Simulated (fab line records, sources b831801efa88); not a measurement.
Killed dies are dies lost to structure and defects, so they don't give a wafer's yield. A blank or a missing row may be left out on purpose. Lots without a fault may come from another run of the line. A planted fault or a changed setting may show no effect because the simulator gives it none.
A struck lot beside a sound one | flow sky130 | 37 steps out of a route of 708
Sound: wafers L146.1, L146.3, L146.4. Struck: wafers L151.1, L151.5, L151.6. The cause comes at the end.
At each step with rows: each side's tool, then ch and its chambers, then its first start. Under that, the readings that differ: sound wafers | struck wafers | difference of the means | sigmas: that difference in standard deviations of wafers without a fault.
alike: readings whose means differ by less than 2 such deviations, and words and numbers that are the same on both sides. not compared: withheld readings, readings that some wafer has no value for, bounds like >300 that may hide the same value, and numbers for which the record gives no deviation and whose values overlap.
The two part at a step that has a row with sigmas, a row that says differs or no value, or rows on one side only. Numbers that don't overlap but have no deviation are shown without sigmas and don't part them. A reading that every wafer of one side lacks parts them only if that side has two wafers or more.

first, 10 steps without rows for these wafers: SKY_VIA4_STRIP_14 (strips in post etch residue remover, time 1200 s); SKY_VIA4_CLEAN_15 (cleans in IPA, time 180 s); SKY_VIA4_CLEAN_16 (cleans in O3/DIW); SKY_VIA4_SPUTTER_17 (material TiN, target thk 20 nm, time 80 s); SKY_VIA4_CVD_18 (deposits W, target thk 505 nm, time 152.14 s); SKY_VIA4_CMP_21 (polishes, stops on SiO2, t overpolish 25 s, target thk 0 nm); SKY_METAL5_SPUTTER_00 (material Ti, target thk 15 nm, time 10 s); SKY_METAL5_SPUTTER_01 (material TiN, target thk 20 nm, time 16.7 s); SKY_METAL5_SPUTTER_02 (material AlCu, target thk 1150 nm, time 61.2 s); SKY_METAL5_SPUTTER_03 (material Ti, target thk 5 nm, time 3.3 s).
SKY_METAL5_SPUTTER_04: material TiN, target thk 70 nm, time 58.3 s.
  sound on pvd_sputter-03, day 43 13:43; struck on pvd_sputter-03, day 44 21:41
  alike: cathode_dc_power_W, throttle_valve_pct
then, 25 steps without rows for these wafers: SKY_METAL5_DEHYDRATE_07 (time 60 s); SKY_METAL5_HMDS_08 (prime time 60 s); SKY_METAL5_COAT_09 (resist thk 1800 nm); SKY_METAL5_SOFTBAKE_10 (time 60 s); SKY_METAL5_EXPOSE_11 (exposes mask MM5, target cd 1600 nm); SKY_METAL5_PEB_12; SKY_METAL5_DEVELOP_13 (develop time 60 s); SKY_METAL5_DESCUM_14 (chemistry O2, time 11 s); SKY_METAL5_METAL_ETCH_15 (etches the open film in Cl2/BCl3, stops on SiO2, target depth 1260 nm, time 252 s); SKY_METAL5_STRIP_16 (strips in O2/N2); SKY_METAL5_STRIP_17 (strips in post etch residue remover, time 1200 s); SKY_METAL5_CLEAN_18 (cleans in IPA, time 180 s); SKY_METAL5_CLEAN_19 (cleans in O3/DIW); SKY_PASSIVATION_CVD_00 (deposits SiO2, target thk 90 nm); SKY_PASSIVATION_CVD_02 (deposits Si3N4, target thk 540 nm); SKY_PASSIVATION_DEHYDRATE_04 (time 60 s); SKY_PASSIVATION_HMDS_05 (prime time 60 s); SKY_PASSIVATION_COAT_06 (resist thk 3000 nm); SKY_PASSIVATION_SOFTBAKE_07; SKY_PASSIVATION_EXPOSE_08 (exposes mask NSM, target cd 3000 nm); SKY_PASSIVATION_PEB_09; SKY_PASSIVATION_DEVELOP_10 (develop time 60 s); SKY_PASSIVATION_ETCH_11 (etches the open film in CF4/O2, stops on AlCu, target depth 725 nm, time 161.1 s); SKY_PASSIVATION_STRIP_12 (strips in O2/N2); SKY_PAD_OPEN_DEHYDRATE_00 (time 60 s).
-- the record jumps here: 3 days lie between the struck wafers' starts before and after --
SKY_PAD_OPEN_PROBE_99:
  sound on prober-01, day 46 07:58; struck on prober-01, day 47 14:14
  reading                               | sound             | struck            | difference | sigmas
  defect_limited_yield (%)              | 82.3 83.9 79.7    | 73.8 76.2 73.6    | -7.4       | -4
  killed_at_M4_up                       | 3 4 5             | 45 42 47          | +41        | +21
  killed_dies                           | 87 79 100         | 129 117 130       | +37        | +4
  sort_bin_3_pad_short (%)              | 1.2 0.4 1.4       | 2.4 2.4 3.0       | +1.6       | +3
  sort_bin_5_function (%)               | 10.0 10.4 10.6    | 15.0 14.6 15.7    | +4.8       | +3
  sort_n_pass                           | 405 413 392       | 363 375 362       | -37        | -4
  sort_yield_pct (%)                    | 82.3 83.9 79.7    | 73.8 76.2 73.6    | -7.4       | -4
  model.etest.tester.sort_n_pass        | 405 413 392       | 363 375 362       | -37        |
  model.etest.tester.sort_yield_pct (%) | 82.32 83.94 79.67 | 73.78 76.22 73.58 | -7.45      |
  model.etest.tester.sort_bin_5_pct (%) | 9.959 10.37 10.57 | 15.04 14.63 15.65 | +4.81      |
  model.etest.tester.sort_bin_3_pct (%) | 1.22 0.4065 1.423 | 2.439 2.439 3.049 | +1.626     |
  alike: killed_at_M0_to_M3, killed_at_contacts, killed_at_front_end, killed_at_other, killed_open, killed_short, sort_bin_6_memory

WHERE THEY PART
Only at SKY_PAD_OPEN_PROBE_99, within this record.

WHY: what the simulator had put in
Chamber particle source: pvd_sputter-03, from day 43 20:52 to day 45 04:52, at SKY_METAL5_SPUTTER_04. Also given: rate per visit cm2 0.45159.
